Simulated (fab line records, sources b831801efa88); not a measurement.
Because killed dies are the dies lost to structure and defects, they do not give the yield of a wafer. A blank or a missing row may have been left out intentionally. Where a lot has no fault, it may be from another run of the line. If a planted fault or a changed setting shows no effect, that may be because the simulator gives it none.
Matching of chambers | flow sky130 | cmp-01 running SKY_LI_CONTACT_CMP_24: 4 sister chambers
The step polishes, stops on PSG, t overpolish 20 s, target thk 0 nm. 7 wafers are shown with their chamber, then 6 later ones without.

== WAFERS, EACH WITH ITS CHAMBER ==
wafer  | chamber | motorCurrentA (A) | timeToEndpointS (s)
L172.1 | 0       | 11.8              | 90
L173.1 | 2       | 8.2               | 87
L174.3 | 1       | 13.4              | 95
L174.4 | 3       | 12.7              | 98
L174.5 | 3       | 12.2              | 95
L176.1 | 1       | 14.0              | 90
L176.4 | 2       | 7.9               | 84

== WAFERS WITHOUT THEIR CHAMBER ==
wafer  | motorCurrentA (A) | timeToEndpointS (s)
L176.5 | 8.2               | 87
L183.2 | 13.3              | 94
L183.6 | 12.0              | 92
L184.1 | 8.0               | 90
L184.3 | 11.8              | 91
L184.5 | 13.6              | 91

== WHICH CHAMBER EACH ONE RAN IN ==
wafer  | from the rows above     | in truth
L176.5 | 2                       | 2
L183.2 | can't be placed: 1 or 3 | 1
L183.6 | can't be placed: 0 or 3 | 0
L184.1 | 2                       | 2
L184.3 | 0                       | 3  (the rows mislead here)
L184.5 | 1                       | 1
Correct placement for 3 of the 6. From these rows, 2 cannot be placed; in 2 the true chamber is one of the candidates. Number placed wrongly: 1.
How it was worked out, from the rows above alone: a wafer's distance from a chamber is the root of the sum, over the readings, of the square of ((its reading less the chamber's mean) divided by the reading's scatter). The wafer belongs to the nearest chamber; if the next one is less than 2 further off, it can't be placed. Each chamber's mean is taken over the wafers shown for it. How the scatter is found: for the shown wafers, subtract from each reading the mean of its chamber, square and add these, divide the total by (wafers less chambers), then take the root.
